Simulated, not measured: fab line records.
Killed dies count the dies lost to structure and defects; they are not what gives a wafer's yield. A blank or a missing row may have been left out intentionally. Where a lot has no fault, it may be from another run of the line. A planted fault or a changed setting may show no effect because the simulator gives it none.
Which tool was responsible? || flow gf180mcu || 24 lots with 72 wafers sampled at 5 steps, on a route of 602 steps

== WHAT THE GAUGES READ, wafer by wafer ==
GF_LVPWELL_OVL_MEAS_07. Usual: for LVPWELL_OVL the level is 0.9 nm and the standard deviation is 1.4.
{"lot": "L074", "measured": "day 3 19:58", "on": "overlay-01", "LVPWELL_OVL (nm)": "-1.1 -0.7 -0.7", "flag": ""}
{"lot": "L075", "measured": "day 4 05:21", "on": "overlay-01", "LVPWELL_OVL (nm)": "0.3 1.5 2.0", "flag": ""}
{"lot": "L076", "measured": "day 4 07:53", "on": "overlay-01", "LVPWELL_OVL (nm)": "0.8 -1.3 -0.5", "flag": ""}
{"lot": "L077", "measured": "day 4 12:36", "on": "overlay-02", "LVPWELL_OVL (nm)": "-2.3 -3.1 -1.6", "flag": ""}
{"lot": "L078", "measured": "day 4 17:42", "on": "overlay-01", "LVPWELL_OVL (nm)": "1.7 2.2 1.9", "flag": ""}
{"lot": "L079", "measured": "day 5 01:20", "on": "overlay-02", "LVPWELL_OVL (nm)": "-1.1 -0.9 -3.1", "flag": ""}
{"lot": "L080", "measured": "day 5 05:59", "on": "overlay-01", "LVPWELL_OVL (nm)": "1.8 1.4 -0.2", "flag": ""}
{"lot": "L081", "measured": "day 5 10:39", "on": "overlay-01", "LVPWELL_OVL (nm)": "0.9 1.0 0.3", "flag": ""}
{"lot": "L082", "measured": "day 5 16:10", "on": "overlay-01", "LVPWELL_OVL (nm)": "3.9 3.8 1.3", "flag": ""}
{"lot": "L083", "measured": "day 6 00:41", "on": "overlay-01", "LVPWELL_OVL (nm)": "-0.1 1.0 -0.3", "flag": ""}
{"lot": "L084", "measured": "day 6 05:57", "on": "overlay-01", "LVPWELL_OVL (nm)": "-0.7 1.0 -0.3", "flag": ""}
{"lot": "L085", "measured": "day 6 11:36", "on": "overlay-02", "LVPWELL_OVL (nm)": "2.4 3.1 1.8", "flag": ""}
{"lot": "L086", "measured": "day 6 15:33", "on": "overlay-01", "LVPWELL_OVL (nm)": "1.9 1.8 1.8", "flag": ""}
{"lot": "L087", "measured": "day 7 04:17", "on": "overlay-01", "LVPWELL_OVL (nm)": "1.3 1.2 1.6", "flag": ""}
{"lot": "L088", "measured": "day 7 07:13", "on": "overlay-02", "LVPWELL_OVL (nm)": "-1.0 -0.7 -1.0", "flag": ""}
{"lot": "L089", "measured": "day 7 11:14", "on": "overlay-01", "LVPWELL_OVL (nm)": "0.9 1.7 0.9", "flag": ""}
{"lot": "L090", "measured": "day 7 16:26", "on": "overlay-01", "LVPWELL_OVL (nm)": "1.7 1.1 1.5", "flag": ""}
{"lot": "L091", "measured": "day 7 21:59", "on": "overlay-02", "LVPWELL_OVL (nm)": "1.3 0.8 1.9", "flag": ""}
{"lot": "L092", "measured": "day 8 08:45", "on": "overlay-02", "LVPWELL_OVL (nm)": "0.7 0.7 1.6", "flag": ""}
{"lot": "L093", "measured": "day 8 08:50", "on": "overlay-01", "LVPWELL_OVL (nm)": "2.0 0.1 1.4", "flag": ""}
{"lot": "L094", "measured": "day 8 18:15", "on": "overlay-01", "LVPWELL_OVL (nm)": "0.6 2.0 0.9", "flag": ""}
{"lot": "L095", "measured": "day 8 20:44", "on": "overlay-01", "LVPWELL_OVL (nm)": "0.4 3.1 3.3", "flag": ""}
{"lot": "L096", "measured": "day 9 00:10", "on": "overlay-01", "LVPWELL_OVL (nm)": "1.0 0.3 1.8", "flag": ""}
{"lot": "L097", "measured": "day 9 05:32", "on": "overlay-01", "LVPWELL_OVL (nm)": "1.1 1.3 0.9", "flag": ""}

GF_HV_LDD_OVL_MEAS_08. Usual: for HV_LDD_OVL the level is 0.0 nm and the standard deviation is 1.6.
{"lot": "L074", "measured": "day 9 19:23", "on": "overlay-02", "HV_LDD_OVL (nm)": "0.6 -0.3 0.5", "flag": ""}
{"lot": "L075", "measured": "day 10 09:25", "on": "overlay-02", "HV_LDD_OVL (nm)": "-0.8 0.2 -0.2", "flag": ""}
{"lot": "L076", "measured": "day 10 14:04", "on": "overlay-02", "HV_LDD_OVL (nm)": "-1.3 -0.7 -1.3", "flag": ""}
{"lot": "L077", "measured": "day 10 17:31", "on": "overlay-01", "HV_LDD_OVL (nm)": "1.3 1.0 0.4", "flag": ""}
{"lot": "L078", "measured": "day 11 00:17", "on": "overlay-01", "HV_LDD_OVL (nm)": "0.1 1.8 0.7", "flag": ""}
{"lot": "L079", "measured": "day 11 14:19", "on": "overlay-01", "HV_LDD_OVL (nm)": "2.8 2.0 2.7", "flag": ""}
{"lot": "L080", "measured": "day 11 16:59", "on": "overlay-02", "HV_LDD_OVL (nm)": "-0.3 -0.6 -0.3", "flag": ""}
{"lot": "L081", "measured": "day 11 23:58", "on": "overlay-01", "HV_LDD_OVL (nm)": "2.1 2.3 1.0", "flag": ""}
{"lot": "L082", "measured": "day 12 08:05", "on": "overlay-02", "HV_LDD_OVL (nm)": "0.5 -1.1 -0.5", "flag": ""}
{"lot": "L083", "measured": "day 12 17:54", "on": "overlay-02", "HV_LDD_OVL (nm)": "-0.2 0.0 -1.0", "flag": ""}
{"lot": "L084", "measured": "day 13 01:47", "on": "overlay-01", "HV_LDD_OVL (nm)": "-0.2 0.8 0.2", "flag": ""}
{"lot": "L085", "measured": "day 13 10:10", "on": "overlay-02", "HV_LDD_OVL (nm)": "-2.7 -0.1 -1.3", "flag": ""}
{"lot": "L086", "measured": "day 13 13:49", "on": "overlay-02", "HV_LDD_OVL (nm)": "-2.1 -1.4 -2.8", "flag": ""}
{"lot": "L087", "measured": "day 14 05:16", "on": "overlay-01", "HV_LDD_OVL (nm)": "-2.1 -0.1 0.0", "flag": ""}
{"lot": "L088", "measured": "day 14 14:11", "on": "overlay-02", "HV_LDD_OVL (nm)": "1.9 0.9 0.4", "flag": ""}
{"lot": "L089", "measured": "day 14 17:55", "on": "overlay-02", "HV_LDD_OVL (nm)": "-1.9 -1.3 -2.4", "flag": ""}
{"lot": "L090", "measured": "day 15 01:33", "on": "overlay-01", "HV_LDD_OVL (nm)": "5.6 3.4 2.7", "flag": ""}
{"lot": "L091", "measured": "day 15 07:26", "on": "overlay-01", "HV_LDD_OVL (nm)": "-0.9 -0.8 -2.1", "flag": ""}
{"lot": "L092", "measured": "day 15 20:59", "on": "overlay-02", "HV_LDD_OVL (nm)": "-3.2 -0.9 -1.8", "flag": ""}
{"lot": "L093", "measured": "day 16 00:38", "on": "overlay-02", "HV_LDD_OVL (nm)": "-2.2 -1.0 -0.8", "flag": ""}
{"lot": "L094", "measured": "day 16 11:01", "on": "overlay-02", "HV_LDD_OVL (nm)": "-1.5 -1.6 0.4", "flag": ""}
{"lot": "L095", "measured": "day 16 16:43", "on": "overlay-02", "HV_LDD_OVL (nm)": "0.1 0.6 0.6", "flag": ""}
{"lot": "L096", "measured": "day 16 17:31", "on": "overlay-01", "HV_LDD_OVL (nm)": "1.4 2.3 1.5", "flag": ""}
{"lot": "L097", "measured": "day 17 01:47", "on": "overlay-01", "HV_LDD_OVL (nm)": "0.7 1.8 0.5", "flag": ""}

GF_V1_RS_MEAS_24: uses a four-point probe to measure. Usual: for V1_W_RS the level is 0.3254 ohm/sq and the standard deviation is 0.0028.
{"lot": "L074", "measured": "day 17 22:02", "on": "film metro-02", "V1_W_RS (ohm/sq)": "0.3270 0.3272 0.3268", "flag": ""}
{"lot": "L075", "measured": "day 18 12:56", "on": "film metro-02", "V1_W_RS (ohm/sq)": "0.3295 0.3305 0.3312", "flag": ""}
{"lot": "L076", "measured": "day 18 21:47", "on": "film metro-03", "V1_W_RS (ohm/sq)": "0.3198 0.3207 0.3197", "flag": ""}
{"lot": "L077", "measured": "day 19 04:07", "on": "film metro-02", "V1_W_RS (ohm/sq)": "0.3226 0.3244 0.3272", "flag": ""}
{"lot": "L078", "measured": "day 19 08:41", "on": "film metro-02", "V1_W_RS (ohm/sq)": "0.3252 0.3252 0.3225", "flag": ""}
{"lot": "L079", "measured": "day 20 05:34", "on": "film metro-01", "V1_W_RS (ohm/sq)": "0.3270 0.3238 0.3250", "flag": ""}
{"lot": "L080", "measured": "day 20 08:16", "on": "film metro-01", "V1_W_RS (ohm/sq)": "0.3232 0.3298 0.3288", "flag": ""}
{"lot": "L081", "measured": "day 20 17:04", "on": "film metro-03", "V1_W_RS (ohm/sq)": "0.3243 0.3254 0.3218", "flag": ""}
{"lot": "L082", "measured": "day 21 04:19", "on": "film metro-03", "V1_W_RS (ohm/sq)": "0.3259 0.3280 0.3256", "flag": ""}
{"lot": "L083", "measured": "day 21 14:37", "on": "film metro-01", "V1_W_RS (ohm/sq)": "0.3315 0.3236 0.3285", "flag": ""}
{"lot": "L084", "measured": "day 22 00:22", "on": "film metro-03", "V1_W_RS (ohm/sq)": "0.3239 0.3287 0.3257", "flag": ""}
{"lot": "L085", "measured": "day 22 10:47", "on": "film metro-02", "V1_W_RS (ohm/sq)": "0.3231 0.3290 0.3256", "flag": ""}
{"lot": "L086", "measured": "day 22 14:14", "on": "film metro-03", "V1_W_RS (ohm/sq)": "0.3278 0.3273 0.3266", "flag": ""}
{"lot": "L087", "measured": "day 23 06:59", "on": "film metro-01", "V1_W_RS (ohm/sq)": "0.3224 0.3254 0.3174", "flag": ""}
{"lot": "L088", "measured": "day 23 16:04", "on": "film metro-02", "V1_W_RS (ohm/sq)": "0.3292 0.3216 0.3259", "flag": ""}
{"lot": "L089", "measured": "day 23 21:08", "on": "film metro-01", "V1_W_RS (ohm/sq)": "0.3252 0.3247 0.3273", "flag": ""}
{"lot": "L090", "measured": "day 24 03:28", "on": "film metro-02", "V1_W_RS (ohm/sq)": "0.3256 0.3234 0.3225", "flag": ""}
{"lot": "L091", "measured": "day 24 12:19", "on": "film metro-03", "V1_W_RS (ohm/sq)": "0.3249 0.3212 0.3280", "flag": ""}
{"lot": "L092", "measured": "day 25 01:32", "on": "film metro-02", "V1_W_RS (ohm/sq)": "0.3255 0.3231 0.3279", "flag": ""}
{"lot": "L093", "measured": "day 25 04:52", "on": "film metro-01", "V1_W_RS (ohm/sq)": "0.3244 0.3225 0.3253", "flag": ""}
{"lot": "L094", "measured": "day 25 14:19", "on": "film metro-02", "V1_W_RS (ohm/sq)": "0.3281 0.3276 0.3228", "flag": ""}
{"lot": "L095", "measured": "day 25 18:37", "on": "film metro-02", "V1_W_RS (ohm/sq)": "0.3268 0.3223 0.3314", "flag": ""}
{"lot": "L096", "measured": "day 25 19:58", "on": "film metro-01", "V1_W_RS (ohm/sq)": "0.3269 0.3234 0.3232", "flag": ""}
{"lot": "L097", "measured": "day 26 04:48", "on": "film metro-01", "V1_W_RS (ohm/sq)": "0.3248 0.3232 0.3217", "flag": ""}

== WHICH TOOL RAN EACH LOT (tool, then ch and the chambers of the sampled wafers, then the start) ==
{"lot": "L074", "GF_HV_LDD_STRIP_37": "plasma asher-03 ch 0,1, day 11 08:37", "GF_SAB_STRIP_13": "plasma asher-03 ch 0,1, day 14 21:24"}
{"lot": "L075", "GF_HV_LDD_STRIP_37": "plasma asher-02 ch 0,1, day 11 22:35", "GF_SAB_STRIP_13": "plasma asher-04 ch 0,1, day 15 11:52"}
{"lot": "L076", "GF_HV_LDD_STRIP_37": "plasma asher-02 ch 0,1, day 12 04:26", "GF_SAB_STRIP_13": "plasma asher-01 ch 0,1, day 15 19:05"}
{"lot": "L077", "GF_HV_LDD_STRIP_37": "plasma asher-01 ch 0,1, day 12 07:50", "GF_SAB_STRIP_13": "plasma asher-03 ch 0,1, day 16 00:21"}
{"lot": "L078", "GF_HV_LDD_STRIP_37": "plasma asher-01 ch 0,1, day 12 14:47", "GF_SAB_STRIP_13": "plasma asher-03 ch 0,1, day 16 05:33"}
{"lot": "L079", "GF_HV_LDD_STRIP_37": "plasma asher-02 ch 0,1, day 13 06:44", "GF_SAB_STRIP_13": "plasma asher-01 ch 0,1, day 17 01:30"}
{"lot": "L080", "GF_HV_LDD_STRIP_37": "plasma asher-01 ch 0,1, day 13 09:29", "GF_SAB_STRIP_13": "plasma asher-04 ch 0,1, day 17 03:49"}
{"lot": "L081", "GF_HV_LDD_STRIP_37": "plasma asher-03 ch 0,1, day 13 16:34", "GF_SAB_STRIP_13": "plasma asher-04 ch 0,1, day 17 11:49"}
{"lot": "L082", "GF_HV_LDD_STRIP_37": "plasma asher-01 ch 0,1, day 14 01:43", "GF_SAB_STRIP_13": "plasma asher-01 ch 0,1, day 17 22:22"}
{"lot": "L083", "GF_HV_LDD_STRIP_37": "plasma asher-01 ch 0,1, day 14 11:02", "GF_SAB_STRIP_13": "plasma asher-01 ch 0,1, day 18 08:33"}
{"lot": "L084", "GF_HV_LDD_STRIP_37": "plasma asher-02 ch 0,1, day 14 20:05", "GF_SAB_STRIP_13": "plasma asher-03 ch 0,1, day 18 19:30"}
{"lot": "L085", "GF_HV_LDD_STRIP_37": "plasma asher-01 ch 0,1, day 15 05:29", "GF_SAB_STRIP_13": "plasma asher-03 ch 1, day 19 04:59"}
{"lot": "L086", "GF_HV_LDD_STRIP_37": "plasma asher-02 ch 0,1, day 15 07:44", "GF_SAB_STRIP_13": "plasma asher-04 ch 0,1, day 19 09:13"}
{"lot": "L087", "GF_HV_LDD_STRIP_37": "plasma asher-01 ch 0,1, day 16 00:07", "GF_SAB_STRIP_13": "plasma asher-01 ch 0,1, day 20 02:22"}
{"lot": "L088", "GF_HV_LDD_STRIP_37": "plasma asher-01 ch 0,1, day 16 09:44", "GF_SAB_STRIP_13": "plasma asher-04 ch 0,1, day 20 12:43"}
{"lot": "L089", "GF_HV_LDD_STRIP_37": "plasma asher-02 ch 0,1, day 16 14:55", "GF_SAB_STRIP_13": "plasma asher-04 ch 0, day 20 17:42"}
{"lot": "L090", "GF_HV_LDD_STRIP_37": "plasma asher-01 ch 0,1, day 16 22:37", "GF_SAB_STRIP_13": "plasma asher-01 ch 0,1, day 21 02:37"}
{"lot": "L091", "GF_HV_LDD_STRIP_37": "plasma asher-01 ch 0,1, day 17 05:28", "GF_SAB_STRIP_13": "plasma asher-04 ch 0,1, day 21 10:37"}
{"lot": "L092", "GF_HV_LDD_STRIP_37": "plasma asher-03 ch 0,1, day 17 19:50", "GF_SAB_STRIP_13": "plasma asher-04 ch 0,1, day 21 23:22"}
{"lot": "L093", "GF_HV_LDD_STRIP_37": "plasma asher-02 ch 0,1, day 17 23:35", "GF_SAB_STRIP_13": "plasma asher-04 ch 0,1, day 22 03:55"}
{"lot": "L094", "GF_HV_LDD_STRIP_37": "plasma asher-03 ch 0,1, day 18 10:14", "GF_SAB_STRIP_13": "plasma asher-03 ch 0,1, day 22 14:37"}
{"lot": "L095", "GF_HV_LDD_STRIP_37": "plasma asher-03 ch 0,1, day 18 15:29", "GF_SAB_STRIP_13": "plasma asher-01 ch 0,1, day 22 19:20"}
{"lot": "L096", "GF_HV_LDD_STRIP_37": "plasma asher-03 ch 0,1, day 18 17:29", "GF_SAB_STRIP_13": "plasma asher-03 ch 0,1, day 22 20:47"}
{"lot": "L097", "GF_HV_LDD_STRIP_37": "plasma asher-02 ch 1, day 19 02:26", "GF_SAB_STRIP_13": "plasma asher-04 ch 0,1, day 23 05:54"}
- GF_HV_LDD_STRIP_37: strips in O2/N2.
- GF_SAB_STRIP_13: strips in O2/N2.

== AS READ BY THE TOOLS THEMSELVES (means over the sampled wafers that have a number; for cases with no such wafer, the mark the record gives instead) ==
GF_HV_LDD_STRIP_37. Usual: drypump motor current A 5.6 A, standard deviation 0.5; heater power w 337 W, standard deviation 25; oes product au 0.716 a.u., standard deviation 0.0045; strip time to endpoint s 12.64 s, standard deviation 0.036.
{"lot": "L074", "tool": "plasma asher-03", "drypump motor current A (A)": 5.9, "heater power w (W)": 328, "oes product au (a.u.)": 0.716, "strip time to endpoint s (s)": 12.70, "flag": ""}
{"lot": "L075", "tool": "plasma asher-02", "drypump motor current A (A)": 6.1, "heater power w (W)": 346, "oes product au (a.u.)": 0.720, "strip time to endpoint s (s)": 12.63, "flag": ""}
{"lot": "L076", "tool": "plasma asher-02", "drypump motor current A (A)": 6.1, "heater power w (W)": 344, "oes product au (a.u.)": 0.717, "strip time to endpoint s (s)": 12.69, "flag": ""}
{"lot": "L077", "tool": "plasma asher-01", "drypump motor current A (A)": 5.5, "heater power w (W)": 345, "oes product au (a.u.)": 0.717, "strip time to endpoint s (s)": 12.63, "flag": ""}
{"lot": "L078", "tool": "plasma asher-01", "drypump motor current A (A)": 5.1, "heater power w (W)": 349, "oes product au (a.u.)": 0.714, "strip time to endpoint s (s)": 12.65, "flag": ""}
{"lot": "L079", "tool": "plasma asher-02", "drypump motor current A (A)": 6.1, "heater power w (W)": 341, "oes product au (a.u.)": 0.714, "strip time to endpoint s (s)": 12.62, "flag": ""}
{"lot": "L080", "tool": "plasma asher-01", "drypump motor current A (A)": 5.2, "heater power w (W)": 354, "oes product au (a.u.)": 0.714, "strip time to endpoint s (s)": 12.61, "flag": ""}
{"lot": "L081", "tool": "plasma asher-03", "drypump motor current A (A)": 5.5, "heater power w (W)": 306, "oes product au (a.u.)": 0.718, "strip time to endpoint s (s)": 12.62, "flag": ""}
{"lot": "L082", "tool": "plasma asher-01", "drypump motor current A (A)": 5.2, "heater power w (W)": 355, "oes product au (a.u.)": 0.715, "strip time to endpoint s (s)": 12.61, "flag": ""}
{"lot": "L083", "tool": "plasma asher-01", "drypump motor current A (A)": 5.5, "heater power w (W)": 337, "oes product au (a.u.)": 0.716, "strip time to endpoint s (s)": 12.62, "flag": ""}
{"lot": "L084", "tool": "plasma asher-02", "drypump motor current A (A)": 6.0, "heater power w (W)": 335, "oes product au (a.u.)": 0.719, "strip time to endpoint s (s)": 12.65, "flag": ""}
{"lot": "L085", "tool": "plasma asher-01", "drypump motor current A (A)": 5.5, "heater power w (W)": 344, "oes product au (a.u.)": 0.716, "strip time to endpoint s (s)": 12.68, "flag": ""}
{"lot": "L086", "tool": "plasma asher-02", "drypump motor current A (A)": 6.1, "heater power w (W)": 338, "oes product au (a.u.)": 0.711, "strip time to endpoint s (s)": 12.66, "flag": ""}
{"lot": "L087", "tool": "plasma asher-01", "drypump motor current A (A)": 5.2, "heater power w (W)": 358, "oes product au (a.u.)": 0.715, "strip time to endpoint s (s)": 12.63, "flag": ""}
{"lot": "L088", "tool": "plasma asher-01", "drypump motor current A (A)": 5.2, "heater power w (W)": 349, "oes product au (a.u.)": 0.713, "strip time to endpoint s (s)": 12.63, "flag": ""}
{"lot": "L089", "tool": "plasma asher-02", "drypump motor current A (A)": 6.1, "heater power w (W)": 343, "oes product au (a.u.)": 0.715, "strip time to endpoint s (s)": 12.64, "flag": ""}
{"lot": "L090", "tool": "plasma asher-01", "drypump motor current A (A)": 5.2, "heater power w (W)": 356, "oes product au (a.u.)": 0.720, "strip time to endpoint s (s)": 12.66, "flag": ""}
{"lot": "L091", "tool": "plasma asher-01", "drypump motor current A (A)": 5.5, "heater power w (W)": 344, "oes product au (a.u.)": 0.719, "strip time to endpoint s (s)": 12.62, "flag": ""}
{"lot": "L092", "tool": "plasma asher-03", "drypump motor current A (A)": 5.5, "heater power w (W)": 306, "oes product au (a.u.)": 0.715, "strip time to endpoint s (s)": 12.61, "flag": ""}
{"lot": "L093", "tool": "plasma asher-02", "drypump motor current A (A)": 6.1, "heater power w (W)": 345, "oes product au (a.u.)": 0.716, "strip time to endpoint s (s)": 12.70, "flag": ""}
{"lot": "L094", "tool": "plasma asher-03", "drypump motor current A (A)": 5.4, "heater power w (W)": 309, "oes product au (a.u.)": 0.720, "strip time to endpoint s (s)": 12.66, "flag": ""}
{"lot": "L095", "tool": "plasma asher-03", "drypump motor current A (A)": 5.8, "heater power w (W)": 331, "oes product au (a.u.)": 0.716, "strip time to endpoint s (s)": 12.60, "flag": ""}
{"lot": "L096", "tool": "plasma asher-03", "drypump motor current A (A)": 5.8, "heater power w (W)": 327, "oes product au (a.u.)": 0.716, "strip time to endpoint s (s)": 12.66, "flag": ""}
{"lot": "L097", "tool": "plasma asher-02", "drypump motor current A (A)": 5.9, "heater power w (W)": 323, "oes product au (a.u.)": 0.717, "strip time to endpoint s (s)": 12.58, "flag": ""}

GF_SAB_STRIP_13. Usual: drypump motor current A 5.7 A, standard deviation 0.63; heater power w 329 W, standard deviation 31; oes product au 0.710 a.u., standard deviation 0.005; strip time to endpoint s 12.62 s, standard deviation 0.036.
{"lot": "L074", "tool": "plasma asher-03", "drypump motor current A (A)": 5.5, "heater power w (W)": 311, "oes product au (a.u.)": 0.706, "strip time to endpoint s (s)": 12.64, "flag": ""}
{"lot": "L075", "tool": "plasma asher-04", "drypump motor current A (A)": 6.2, "heater power w (W)": 319, "oes product au (a.u.)": 0.708, "strip time to endpoint s (s)": 12.59, "flag": ""}
{"lot": "L076", "tool": "plasma asher-01", "drypump motor current A (A)": 5.2, "heater power w (W)": 354, "oes product au (a.u.)": 0.712, "strip time to endpoint s (s)": 12.64, "flag": ""}
{"lot": "L077", "tool": "plasma asher-03", "drypump motor current A (A)": 5.5, "heater power w (W)": 309, "oes product au (a.u.)": 0.713, "strip time to endpoint s (s)": 12.67, "flag": ""}
{"lot": "L078", "tool": "plasma asher-03", "drypump motor current A (A)": 5.5, "heater power w (W)": 306, "oes product au (a.u.)": 0.713, "strip time to endpoint s (s)": 12.62, "flag": ""}
{"lot": "L079", "tool": "plasma asher-01", "drypump motor current A (A)": 5.5, "heater power w (W)": 344, "oes product au (a.u.)": 0.712, "strip time to endpoint s (s)": 12.65, "flag": ""}
{"lot": "L080", "tool": "plasma asher-04", "drypump motor current A (A)": 5.8, "heater power w (W)": 335, "oes product au (a.u.)": 0.704, "strip time to endpoint s (s)": 12.66, "flag": ""}
{"lot": "L081", "tool": "plasma asher-04", "drypump motor current A (A)": 5.8, "heater power w (W)": 340, "oes product au (a.u.)": 0.709, "strip time to endpoint s (s)": 12.64, "flag": ""}
{"lot": "L082", "tool": "plasma asher-01", "drypump motor current A (A)": 5.2, "heater power w (W)": 357, "oes product au (a.u.)": 0.708, "strip time to endpoint s (s)": 12.64, "flag": ""}
{"lot": "L083", "tool": "plasma asher-01", "drypump motor current A (A)": 5.5, "heater power w (W)": 346, "oes product au (a.u.)": 0.712, "strip time to endpoint s (s)": 12.59, "flag": ""}
{"lot": "L084", "tool": "plasma asher-03", "drypump motor current A (A)": 5.5, "heater power w (W)": 305, "oes product au (a.u.)": 0.715, "strip time to endpoint s (s)": 12.62, "flag": ""}
{"lot": "L085", "tool": "plasma asher-03", "drypump motor current A (A)": 6.1, "heater power w (W)": 353, "oes product au (a.u.)": 0.716, "strip time to endpoint s (s)": 12.65, "flag": ""}
{"lot": "L086", "tool": "plasma asher-04", "drypump motor current A (A)": 5.8, "heater power w (W)": 331, "oes product au (a.u.)": 0.710, "strip time to endpoint s (s)": 12.59, "flag": ""}
{"lot": "L087", "tool": "plasma asher-01", "drypump motor current A (A)": 5.2, "heater power w (W)": 358, "oes product au (a.u.)": 0.708, "strip time to endpoint s (s)": 12.63, "flag": ""}
{"lot": "L088", "tool": "plasma asher-04", "drypump motor current A (A)": 5.8, "heater power w (W)": 337, "oes product au (a.u.)": 0.714, "strip time to endpoint s (s)": 12.64, "flag": ""}
{"lot": "L089", "tool": "plasma asher-04", "drypump motor current A (A)": 6.7, "heater power w (W)": 297, "oes product au (a.u.)": 0.713, "strip time to endpoint s (s)": 12.65, "flag": ""}
{"lot": "L090", "tool": "plasma asher-01", "drypump motor current A (A)": 5.5, "heater power w (W)": 346, "oes product au (a.u.)": 0.711, "strip time to endpoint s (s)": 12.58, "flag": ""}
{"lot": "L091", "tool": "plasma asher-04", "drypump motor current A (A)": 6.3, "heater power w (W)": 318, "oes product au (a.u.)": 0.707, "strip time to endpoint s (s)": 12.56, "flag": ""}
{"lot": "L092", "tool": "plasma asher-04", "drypump motor current A (A)": 6.2, "heater power w (W)": 309, "oes product au (a.u.)": 0.713, "strip time to endpoint s (s)": 12.67, "flag": ""}
{"lot": "L093", "tool": "plasma asher-04", "drypump motor current A (A)": 5.8, "heater power w (W)": 326, "oes product au (a.u.)": 0.712, "strip time to endpoint s (s)": 12.67, "flag": ""}
{"lot": "L094", "tool": "plasma asher-03", "drypump motor current A (A)": 5.9, "heater power w (W)": 332, "oes product au (a.u.)": 0.715, "strip time to endpoint s (s)": 12.64, "flag": ""}
{"lot": "L095", "tool": "plasma asher-01", "drypump motor current A (A)": 5.2, "heater power w (W)": 350, "oes product au (a.u.)": 0.710, "strip time to endpoint s (s)": 12.65, "flag": ""}
{"lot": "L096", "tool": "plasma asher-03", "drypump motor current A (A)": 5.5, "heater power w (W)": 308, "oes product au (a.u.)": 0.708, "strip time to endpoint s (s)": 12.59, "flag": ""}
{"lot": "L097", "tool": "plasma asher-04", "drypump motor current A (A)": 6.3, "heater power w (W)": 311, "oes product au (a.u.)": 0.708, "strip time to endpoint s (s)": 12.55, "flag": ""}

== THE ANSWER, worked out from the rows above alone ==
Rule: a lot is off if the mean of its wafers that have a number lies more than 3 standard deviations from the usual mean. A lot without any number at a reading at which 4 lots or more have one is off too. All remaining lots with rows at the step are treated as sound. The gauges are gone through in route order, then the tools' own readings, and for those a lot's mean is taken as printed above. The first step at which some lot is off is used, and at that step the reading that is off furthest; a lot without a number counts as furthest.
Nothing can be told from this: no lot is off at any reading shown.

== WHAT HAD BEEN PUT IN BY THE SIMULATOR ==
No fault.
